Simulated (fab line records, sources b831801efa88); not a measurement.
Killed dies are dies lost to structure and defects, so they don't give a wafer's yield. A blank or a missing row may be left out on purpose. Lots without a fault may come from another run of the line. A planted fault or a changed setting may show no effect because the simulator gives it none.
Chamber matching | flow sky130 | SKY_VIA2_CMP_24 on cmp-02: 4 sister chambers
The step polishes, stops on SiO2, t overpolish 20 s, target thk 0 nm. 4 wafers are shown with their chamber, then 9 later ones without.

WAFERS WITH THEIR CHAMBER
wafer  | chamber | motor_current_A (A)
L075.6 | 1       | 10.2
L088.2 | 3       | 10.6
L088.3 | 0       | 11.8
L088.5 | 2       | 10.7

WAFERS WITHOUT THEIR CHAMBER
wafer  | motor_current_A (A)
L092.3 | 10.9
L092.5 | 12.1
L092.6 | 11.4
L093.2 | 12.2
L093.4 | 10.3
L093.5 | 10.2
L096.1 | 10.6
L096.3 | 10.5
L096.5 | 12.4

WHICH CHAMBER EACH WENT THROUGH
wafer  | from the rows above          | in truth
L092.3 | can't be placed: 2 or 3 or 1 | 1
L092.5 | 0                            | 0
L092.6 | can't be placed: 0 or 2 or 3 | 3
L093.2 | 0                            | 0
L093.4 | can't be placed: 1 or 3 or 2 | 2
L093.5 | can't be placed: 1 or 3 or 2 | 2
L096.1 | can't be placed: 3 or 2 or 1 | 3
L096.3 | can't be placed: 3 or 2 or 1 | 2
L096.5 | 0                            | 0
Placed correctly: 3 of 9. Can't be placed from these rows: 6 (the true chamber is among the candidates in 6). Placed wrongly: 0.
How it was worked out, from the rows above alone: a wafer's distance from a chamber is the root of the sum, over the readings, of the square of ((its reading less the chamber's mean) divided by the reading's scatter). The wafer belongs to the nearest chamber; if the next one is less than 2 further off, it can't be placed. A chamber's mean is the mean of its shown wafers. The scatter: with one shown wafer a chamber, the root of the mean of the squares of how far each hidden wafer lies from its nearest shown one.
